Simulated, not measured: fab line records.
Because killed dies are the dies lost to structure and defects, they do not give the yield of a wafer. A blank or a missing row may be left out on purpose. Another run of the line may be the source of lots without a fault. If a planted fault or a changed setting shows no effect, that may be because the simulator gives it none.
A single fault, viewed from 2 desks / flow sfq_line / every desk sees just its own numbers, and what lay behind them comes last

== FROM THE METROLOGY DESK ==
What the gauges read for every lot (on any tool): the sampled wafers with a number, averaged. A lot is out of limits, marked OUT, if its mean lies more than 4 standard deviations from the usual mean; the brackets give that distance.
Columns: A = M5_OVL at SFQ_M5_OVL_MEAS_932, usual 1 nm
lot=L644; first seen here=day 46 20:35; A=6
lot=L652; first seen here=day 56 23:14; A=-1
lot=L655; first seen here=day 58 00:41; A=2
lot=L661; first seen here=day 61 03:22; A=-7
lot=L662; first seen here=day 61 04:34; A=-7
lot=L664; first seen here=day 61 15:29; A=2
Result from this desk: across the 6 lots, nothing is out of limits.

== AT THE TOOL OWNER'S DESK: rie_metal-01 ==
The tool's own readings at SFQ_TRILAYER_M5_ETCH_METAL_ETCH_126 (etches Nb in Cl2/BCl3, stops on SiO2, time 203.2 s, target depth 265 nm): means of the sampled wafers that have a number, for each lot that ran on this tool. A lot is out of limits, marked OUT, if its mean lies more than 4 standard deviations from the usual mean; the brackets give that distance.
Columns: A = bias_w at SFQ_TRILAYER_M5_ETCH_METAL_ETCH_126, usual 79.96 W; B = drypump_motor_current_A at SFQ_TRILAYER_M5_ETCH_METAL_ETCH_126, usual 5.5 A; C = oes_product_au at SFQ_TRILAYER_M5_ETCH_METAL_ETCH_126, usual 0.728 a.u.
lot=L652; first seen here=day 56 23:22; A=89.96 (+43) OUT; B=5.2; C=0.725
lot=L655; first seen here=day 58 00:47; A=89.63 (+42) OUT; B=5.1; C=0.729
lot=L661; first seen here=day 61 03:28; A=79.76; B=5.1; C=0.728
This desk's finding: out of limits on L652, L655; first on L652, day 56 23:22 (bias_w at SFQ_TRILAYER_M5_ETCH_METAL_ETCH_126). In limits: L661.

== TAKEN TOGETHER ==
The tool owner's desk could have raised an alarm at day 56 23:22, on L652, L655.
Nothing out of limits was seen by the metrology desk.
The metrology desk has L652, L655 on record, within its limits.
Every lot named ran SFQ_TRILAYER_M5_ETCH_METAL_ETCH_126 on rie_metal-01.

== WHAT THE SIMULATOR PUT IN ==
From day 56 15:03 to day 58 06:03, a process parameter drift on rie_metal-01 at SFQ_TRILAYER_M5_ETCH_METAL_ETCH_126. The setting bias_w was moved by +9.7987, starting from 80. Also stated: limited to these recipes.
Shown lots that were struck: L652, L655.
Time in hours from fault onset to the first out-of-limits reading at each desk: the tool owner's desk, 8.
